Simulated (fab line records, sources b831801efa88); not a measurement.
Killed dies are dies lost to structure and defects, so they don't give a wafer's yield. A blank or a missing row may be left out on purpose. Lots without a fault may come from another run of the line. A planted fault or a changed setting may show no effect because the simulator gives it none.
fab line records | flow gf180mcu
record lots=6 wafers=18 last_day=34
route steps=602 shown HV_LDD@229 NSD@235 PSD@248
lots that met no fault: from a run of the same line without faults
start_h: hours from the record's first day to the start of the lot's first wafer shown | wait_h: hours since the lot's step before | " the same as in the row above | L1.1+2: a row that stands for several wafers | - no value, or no start given | * or withheld: withheld | < > ~ a bound
route shown NAME@n: a module of which the file shows steps, and the number in the route of the first | usual: mean/standard deviation of fault-free wafers | same: alike in all rows | chamber/n: place in a boat | sites: the reading at each site | _std_site: their standard deviation | _edge_site: outer sites' mean less inner sites' | radius_mm: how far each site lies from the wafer's centre | mask NAME#n: copy n | behind: the tool/chamber that last shaped the wafer | hold: why the lot was held/for how many hours/how that ended | device: the transistor (n, p or np) that didn't switch | end of line: the same wafers' tests at the end of the route | a step without rows: its recipe alone | killed: dies lost to structure and defects at the first sort, not the wafer's yield | map: a wafer's dies, x killed, . not, _ none there
set.NAME: the setting as run; set.NAME@STEP: as run at that earlier step | model.NAME: the simulator's own value behind a step, which no gauge read
lots at some steps of the route; a table a step, a row a wafer
services: from which hour (start_h, from the record's first day; less than 0 if before it) a tool's chamber was out of use, for how many hours, and why
## steps
# step GF_HV_LDD_RS_MEAS_53
# recipe thk_meas_gauge=four-point-probe
# usual HV_LDD_RS=418.3/1
# columns lot.wafer tool chamber start_h wait_h HV_LDD_RS[ohm/sq]
L911.2 film_metro-03 - 370.81 0.1 419.1
L911.3 " - " " 418.8
L911.6 " - " " 419.2
L912.1 film_metro-02 - 372.26 0.1 418.2
L912.2 " - " " 418.8
L912.6 " - " " 418.4
L913.2 film_metro-02 - 382.15 0.1 416.8
L913.4 " - " " 418.4
L913.6 " - " " 417.6
L920.1 film_metro-04 - 441.48 0.1 419.7
L920.2 " - " " 419.7
L920.5 " - " " 418.3
L922.2 film_metro-02 - 451.30 0.1 416.0
L922.3 " - " " 416.7
L922.4 " - " " 416.2
L923.1 film_metro-02 - 464.23 0.1 416.8
L923.2 " - " " 417.6
L923.6 " - " " 416.8
# step GF_HV_LDD_CVD_54
# recipe material=SiO2 target_thk_nm=10 precursor=TEOS temp_c=680 time_s=75 pressure_mtorr=400
# step GF_HV_LDD_THK_MEAS_55
# recipe reads=SiO2_of_HV_LDD_CVD_54
# usual HV_LDD_CVD_54_THK=10.02/0.17
# columns lot.wafer tool chamber start_h wait_h HV_LDD_CVD_54_THK[nm]
L911.2 film_metro-02 - 371.94 0.0 9.95
L911.3 " - " " 10.06
L911.6 " - " " 9.92
L912.1 film_metro-04 - 374.44 0.0 10.06
L912.2 " - " " 10.06
L912.6 " - " " 10.11
L913.2 film_metro-02 - 383.29 0.0 10.20
L913.4 " - " " 10.26
L913.6 " - " " 10.30
L920.1 film_metro-02 - 442.62 0.0 10.24
L920.2 " - " " 10.10
L920.5 " - " " 10.18
L922.2 film_metro-02 - 452.94 0.0 10.24
L922.3 " - " " 10.18
L922.4 " - " " 10.08
L923.1 film_metro-02 - 465.37 0.0 9.95
L923.2 " - " " 10.17
L923.6 " - " " 10.12
# step GF_HV_LDD_CVD_56
# recipe material=Si3N4 precursor=DCS/NH3 target_thk_nm=90 temp_c=770 time_s=1543 pressure_mtorr=250
# step GF_HV_LDD_THK_MEAS_57
# recipe reads=Si3N4_of_HV_LDD_CVD_56
# usual HV_LDD_CVD_56_THK=90.1/0.99
# columns lot.wafer tool chamber start_h wait_h HV_LDD_CVD_56_THK[nm]
L911.2 film_metro-03 - 373.43 0.0 92.2
L911.3 " - " " 90.7
L911.6 " - " " 90.8
L912.1 film_metro-02 - 375.93 0.0 90.6
L912.2 " - " " 91.0
L912.6 " - " " 90.5
L913.2 film_metro-04 - 384.77 0.0 90.8
L913.4 " - " " 91.2
L913.6 " - " " 91.6
L920.1 film_metro-04 - 444.11 0.0 90.9
L920.2 " - " " 90.7
L920.5 " - " " 91.0
L922.2 film_metro-04 - 454.43 0.0 91.8
L922.3 " - " " 91.0
L922.4 " - " " 90.9
L923.1 film_metro-03 - 466.86 0.0 87.7
L923.2 " - " " 88.5
L923.6 " - " " 88.2
# step GF_HV_LDD_ETCHBACK_58
# recipe chemistry=CH3F/O2 target=Si3N4 stop_on=SiO2 source_w=400 bias_w=80 pressure_mtorr=25 ch3f_flow_sccm=40 O2_flow_sccm=30 time_s=100 target_depth_a=900
# usual drypump_motor_current_A=5.7/0.5 oes_product_au=0.844/0.0068 throttle_valve_pct=10.560/0.0095
# columns lot.wafer tool chamber start_h wait_h drypump_motor_current_A oes_product_au rf_hours_counter_h throttle_valve_pct
L911.2 rie_diel-02 3 373.48 0.0 5.1 0.850 14 10.563
L911.3 " 0 " " 5.6 0.847 31 10.549
L911.6 " 0 " " 5.6 0.850 - 10.564
L912.1 rie_diel-03 0 375.99 0.1 4.8 0.854 70 10.544
L912.2 " 2 " " 6.5 0.850 70 10.542
L912.6 " 2 " " 6.5 0.848 - 10.559
L913.2 rie_diel-02 3 384.82 0.0 5.1 0.850 14 10.547
L913.4 " 2 " " 6.2 0.853 32 10.546
L913.6 " 1 " " 5.5 0.856 - 10.579
L920.1 rie_diel-03 2 444.17 0.1 6.5 0.846 71 10.567
L920.2 " 1 " " 5.5 0.844 2 10.549
L920.5 " 2 " " 6.5 0.849 - 10.555
L922.2 rie_diel-02 2 454.48 0.0 6.2 0.846 33 10.572
L922.3 " 1 " " 5.5 0.837 45 10.564
L922.4 " 3 " " 5.1 0.851 15 10.565
L923.1 rie_diel-02 2 466.92 0.1 6.2 0.833 33 10.565
L923.2 " 0 " " 5.6 0.824 33 10.563
L923.6 " 2 " " 6.2 0.837 - 10.561
# step GF_NSD_DEHYDRATE_00
# recipe temp_c=200 time_s=60
# step GF_NSD_HMDS_01
# recipe prime_time_s=60 prime_temp_c=120
# step GF_NSD_COAT_02
# recipe resist=NOVOLAK spin_rpm=2977 resist_thk_nm=1000
# step GF_NSD_SOFTBAKE_03
# recipe temp_c=90 time_s=60 resist=NOVOLAK
# step GF_NSD_EXPOSE_04
# recipe mask_id=Nplus target_cd_nm=400 na=0.6 source_shape=conventional sigma_outer=0.6 dose_mj=140
# step GF_NSD_PEB_05
# recipe temp_c=withheld time_s=* resist=NOVOLAK
# step GF_NSD_DEVELOP_06
# recipe develop_time_s=60 dev_temp_c=23
# columns lot.wafer tool chamber start_h wait_h
L911.2+3+6 litho_track-02 0 396.41 0.1
L912.1+2+6 litho_track-01 0 398.65 0.1
L913.2+4+6 litho_track-01 0 407.57 0.1
L920.1+2+5 litho_track-02 0 467.58 0.1
L922.2+3+4 litho_track-02 0 478.00 0.1
L923.1+2+6 litho_track-01 0 491.19 0.1
# step GF_NSD_OVL_MEAS_08
# usual NSD_OVL=0.3/1.4
# columns lot.wafer tool chamber start_h wait_h NSD_OVL[nm]
L911.2 overlay-01 - 396.66 0.1 2.5
L911.3 " - " " 2.6
L911.6 " - " " 2.2
L912.1 overlay-01 - 398.92 0.1 -3.0
L912.2 " - " " -1.8
L912.6 " - " " -0.5
L913.2 overlay-02 - 407.84 0.1 2.5
L913.4 " - " " 1.2
L913.6 " - " " -0.3
L920.1 overlay-01 - 467.85 0.1 -1.6
L920.2 " - " " 0.1
L920.5 " - " " 0.9
L922.2 overlay-02 - 478.25 0.1 1.0
L922.3 " - " " -0.5
L922.4 " - " " -0.1
L923.1 overlay-02 - 491.46 0.1 -0.9
L923.2 " - " " -0.9
L923.6 " - " " 1.6
# step GF_NSD_IMPLANT_09
# recipe species=As energy_kev=60 dose_cm2=4e+15 tilt_deg=7
# step GF_NSD_IMPLANT_10
# recipe species=P energy_kev=40 dose_cm2=5e+14 tilt_deg=7
# step GF_NSD_STRIP_11
# recipe chemistry=O2/N2 power_w=1400 pressure_mtorr=1500 platen_temp_c=250 o2_flow_sccm=3000 n2_flow_sccm=300 overash_fraction=0.5
# usual drypump_motor_current_A=5.9/0.33 heater_power_w=371/37 oes_product_au=0.487/0.0047 platen_temp_c=250.00/0.2 strip_time_to_endpoint_s=23.02/0.037
# columns lot.wafer tool chamber start_h wait_h drypump_motor_current_A heater_power_w oes_product_au platen_temp_c rf_hours_counter_h strip_time_to_endpoint_s
L911.2 plasma_asher-01 0 396.99 0.1 6.4 421 0.491 250.10 75 23.02
L911.3 " 0 " " 6.4 417 0.492 250.28 - 23.00
L911.6 " 0 " " 6.4 431 0.480 250.18 - 23.05
L912.1 plasma_asher-03 1 399.25 0.1 5.8 365 0.485 249.62 31 22.98
L912.2 " 0 " " 5.5 403 0.494 249.67 31 23.02
L912.6 " 1 " " 5.8 366 0.491 250.07 - 23.01
L913.2 plasma_asher-03 0 408.17 0.1 5.4 393 0.491 250.03 32 23.07
L913.4 " 1 " " 5.8 371 0.488 250.14 - 23.06
L913.6 " 0 " " 5.4 398 0.496 250.10 - 23.05
L920.1 plasma_asher-03 0 468.18 0.1 5.5 376 0.492 249.64 38 23.03
L920.2 " 1 " " 5.8 376 0.486 250.06 38 23.03
L920.5 " 1 " " 5.9 377 0.487 250.15 - 23.02
L922.2 plasma_asher-01 1 478.58 0.1 5.9 354 0.482 250.46 84 22.96
L922.3 " 1 " " 5.9 357 0.481 249.82 - 22.99
L922.4 " 0 " " 6.4 417 0.490 250.02 - 22.98
L923.1 plasma_asher-01 1 491.80 0.1 5.9 343 0.485 249.69 85 23.07
L923.2 " 0 " " 6.4 425 0.488 249.91 85 23.07
L923.6 " 1 " " 5.9 349 0.482 250.11 - 23.05
# step GF_NSD_TW_MEAS_12
# usual NSD_TW=4243/44
# columns lot.wafer tool chamber start_h wait_h NSD_TW
L911.2 film_metro-04 - 397.10 0.1 4224
L911.3 " - " " 4241
L911.6 " - " " 4256
L912.1 film_metro-03 - 399.35 0.1 4182
L912.2 " - " " 4156
L912.6 " - " " 4177
L913.2 film_metro-04 - 408.28 0.1 4216
L913.4 " - " " 4199
L913.6 " - " " 4214
L920.1 film_metro-03 - 468.28 0.1 30
L920.2 " - " " 30
L920.5 " - " " 30
L922.2 film_metro-01 - 478.69 0.1 30
L922.3 " - " " 30
L922.4 " - " " 31
L923.1 film_metro-01 - 491.90 0.1 4288
L923.2 " - " " 4267
L923.6 " - " " 4282
# step GF_PSD_DEHYDRATE_00
# recipe temp_c=200 time_s=60
## services
# columns tool chamber start_h hours kind
rie_diel-03 1 360.24 - clean
rie_diel-03 1 360.24 25.0 scheduled_down
rie_diel-03 1 360.24 25.0 vent_cycle
rie_diel-02 0 377.74 2.7 repair
rie_diel-02 3 378.61 3.9 repair
rie_diel-02 1 379.56 3.9 repair
rie_diel-03 - 385.45 2.8 pm
rie_diel-02 2 393.74 16.3 repair
plasma_asher-03 - 427.70 8.8 repair
plasma_asher-01 - 444.50 4.7 repair
plasma_asher-01 - 447.87 1.9 repair
plasma_asher-01 - 458.96 1.6 repair
rie_diel-03 0 484.10 15.1 repair
rie_diel-03 1 488.77 4.0 repair
## key
first_sign step=GF_NSD_TW_MEAS_12 reading=NSD_TW direction=down sigmas=95 usual=4243 struck=30
effect none on later readings
met_at GF_NSD_DEVELOP_06
struck_wafers L920.1,L920.2,L920.5,L922.2,L922.3,L922.4
sort_left_out L920.1,L920.2,L920.5,L922.2,L922.3,L922.4
tester_left_out L920,L922
onset_between 396.41 467.58
fault kind=process_parameter_drift tool=litho_track-02 chamber=- onset_h=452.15 steps=GF_NSD_DEVELOP_06 channel=develop_time_s offset=* shape=step end_h=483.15 acts_in=* stated=*
# tester_left_out: of these lots the tester's yield and bins aren't shown, on N5 and GAA mostly nor the transistor test; their killed dies are dies lost to structure and defects alone, not to doping, threshold or leakage, so they don't give the yield
# sort_left_out: the simulated sort isn't trusted on such a fault, so these wafers' sort isn't shown, and their yield isn't known
